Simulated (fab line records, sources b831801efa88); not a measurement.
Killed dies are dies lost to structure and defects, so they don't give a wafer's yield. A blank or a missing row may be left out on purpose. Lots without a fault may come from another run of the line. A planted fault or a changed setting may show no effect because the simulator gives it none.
Which tool did it? | flow sky130 | 15 lots, 45 wafers sampled, at 4 steps of a route of 708

WHAT THE GAUGES READ, wafer by wafer
SKY_POLY_CUT_CD_MEAS_08: target cd 270 nm. Usual: cd_nm 270.3 nm, standard deviation 1.5.
lot  | measured     | on        | cd_nm (nm)        | flag
L711 | day 24 05:05 | cd_sem-02 | 270.0 269.9 271.4 |
L713 | day 25 00:32 | cd_sem-02 | 269.0 268.9 271.2 |
L715 | day 25 14:10 | cd_sem-02 | 269.6 269.5 269.9 |
L718 | day 26 10:32 | cd_sem-01 | 267.9 268.7 267.6 |
L720 | day 28 02:03 | cd_sem-01 | 268.4 269.9 268.9 |
L719 | day 28 02:35 | cd_sem-01 | 270.6 270.8 269.9 |
L722 | day 28 03:01 | cd_sem-01 | 271.0 271.5 271.7 |
L721 | day 28 03:07 | cd_sem-01 | 270.9 270.5 269.5 |
L723 | day 28 08:42 | cd_sem-01 | 268.8 267.9 267.6 |
L724 | day 28 19:53 | cd_sem-01 | 272.5 271.6 271.4 |
L725 | day 29 03:20 | cd_sem-02 | 271.9 271.7 271.4 |
L727 | day 29 15:49 | cd_sem-01 | 272.6 271.4 273.3 |
L732 | day 31 01:17 | cd_sem-01 | 271.6 271.4 271.2 |
L733 | day 31 12:38 | cd_sem-02 | 267.3 267.6 269.5 |
L734 | day 31 16:30 | cd_sem-02 | 271.3 270.9 270.2 |

SKY_RES_XHIGH_TW_MEAS_09. Usual: RES_XHIGH_TW 1657, standard deviation 13.
lot  | measured     | on            | RES_XHIGH_TW   | flag
L711 | day 26 15:55 | film_metro-03 | 1640 1638 1648 |
L713 | day 27 08:52 | film_metro-04 | 1656 1671 1660 |
L715 | day 27 23:07 | film_metro-03 | 1648 1640 1652 |
L718 | day 28 19:02 | film_metro-03 | 1641 1648 1651 |
L720 | day 30 10:11 | film_metro-03 | 1645 1643 1651 |
L719 | day 30 10:52 | film_metro-03 | 1642 1643 1649 |
L722 | day 30 11:53 | film_metro-04 | 1669 1674 1673 |
L721 | day 30 12:34 | film_metro-01 | 1662 1653 1658 |
L723 | day 30 16:58 | film_metro-03 | 1646 1653 1646 |
L724 | day 31 03:34 | film_metro-04 | 1680 1678 1675 |
L725 | day 31 11:49 | film_metro-01 | 1648 1663 1665 |
L727 | day 31 22:56 | film_metro-01 | 1662 1666 1659 |
L732 | day 33 07:35 | film_metro-03 | 30 30 30       | OFF
L733 | day 33 19:44 | film_metro-01 | 30 30 31       | OFF
L734 | day 33 22:41 | film_metro-04 | 31 31 31       | OFF

SKY_LI_CONTACT_CD_MEAS_12: target cd 170 nm. Usual: cd_nm 169.6 nm, standard deviation 1.3.
lot  | measured     | on        | cd_nm (nm)        | flag
L711 | day 29 01:34 | cd_sem-01 | 171.4 171.1 169.7 |
L713 | day 29 19:41 | cd_sem-01 | 169.7 169.4 170.0 |
L715 | day 30 08:26 | cd_sem-01 | 169.4 170.1 169.0 |
L718 | day 31 03:40 | cd_sem-02 | 169.8 170.2 170.5 |
L720 | day 32 18:30 | cd_sem-01 | 168.7 169.9 167.9 |
L719 | day 32 19:26 | cd_sem-02 | 168.1 168.8 168.5 |
L722 | day 32 20:41 | cd_sem-02 | 169.1 170.5 170.7 |
L721 | day 32 20:50 | cd_sem-02 | 168.2 168.8 168.6 |
L723 | day 33 01:00 | cd_sem-02 | 168.6 170.2 171.5 |
L724 | day 33 11:23 | cd_sem-01 | 168.3 169.2 167.5 |
L725 | day 33 19:50 | cd_sem-02 | 172.1 170.7 170.2 |
L727 | day 34 07:07 | cd_sem-02 | 167.5 168.4 167.3 |
L732 | day 35 14:11 | cd_sem-02 | 171.9 171.4 171.4 |
L733 | day 36 02:55 | cd_sem-02 | 168.9 171.2 171.1 |
L734 | day 36 05:11 | cd_sem-01 | 168.9 169.4 168.6 |

WHICH TOOL RAN EACH LOT (tool, then ch and the chambers of the sampled wafers, then the start)
lot  | SKY_RES_XHIGH_DEVELOP_06
L711 | litho_track-04 ch 0, day 26 15:31
L713 | litho_track-03 ch 0, day 27 08:29
L715 | litho_track-03 ch 0, day 27 22:43
L718 | litho_track-01 ch 0, day 28 18:38
L720 | litho_track-04 ch 0, day 30 09:48
L719 | litho_track-03 ch 0, day 30 10:28
L722 | litho_track-01 ch 0, day 30 11:30
L721 | litho_track-03 ch 0, day 30 12:10
L723 | litho_track-03 ch 0, day 30 16:35
L724 | litho_track-03 ch 0, day 31 03:10
L725 | litho_track-04 ch 0, day 31 11:25
L727 | litho_track-03 ch 0, day 31 22:34
L732 | litho_track-04, day 33 07:10
L733 | litho_track-01, day 33 19:20
L734 | litho_track-01, day 33 22:18
- SKY_RES_XHIGH_DEVELOP_06: develop time 60 s.

WHAT THE TOOLS THEMSELVES READ (means of the sampled wafers that have a number; where no wafer has one, the mark that the record gives instead)
SKY_RES_XHIGH_DEVELOP_06. Usual: chill_plate_temp_C 23.02 C, standard deviation 0.12.
lot  | tool           | chill_plate_temp_C (C) | flag
L711 | litho_track-04 | 23.11                  |
L713 | litho_track-03 | 23.03                  |
L715 | litho_track-03 | 22.88                  |
L718 | litho_track-01 | 23.14                  |
L720 | litho_track-04 | 22.99                  |
L719 | litho_track-03 | 22.97                  |
L722 | litho_track-01 | 23.02                  |
L721 | litho_track-03 | 23.06                  |
L723 | litho_track-03 | 23.05                  |
L724 | litho_track-03 | 22.83                  |
L725 | litho_track-04 | 22.97                  |
L727 | litho_track-03 | 23.13                  |
L732 | litho_track-04 | -                      | OFF
L733 | litho_track-01 | -                      | OFF
L734 | litho_track-01 | -                      | OFF

THE ANSWER, worked out from the rows above alone
Rule: a lot is off if the mean of its wafers that have a number lies more than 3 standard deviations from the usual mean. A lot without any number at a reading at which 4 lots or more have one is off too. The other lots that the step has rows for count as sound. The gauges are gone through in route order, then the tools' own readings, and for those a lot's mean is taken as printed above. The first step at which some lot is off is used, and at that step the reading that is off furthest; a lot without a number counts as furthest.
Off: L732, L733, L734, at SKY_RES_XHIGH_TW_MEAS_09 (RES_XHIGH_TW).
A tool fits if, at a process step before that reading, it ran every lot that is off, and no sound lot after the first of them. The gauges at SKY_RES_XHIGH_TW_MEAS_09 aren't tried: what is off there is off at SKY_RES_XHIGH_DEVELOP_06 too, on other tools, and a gauge's error can't cause that. None of those tried fits.

WHAT THE SIMULATOR HAD PUT IN
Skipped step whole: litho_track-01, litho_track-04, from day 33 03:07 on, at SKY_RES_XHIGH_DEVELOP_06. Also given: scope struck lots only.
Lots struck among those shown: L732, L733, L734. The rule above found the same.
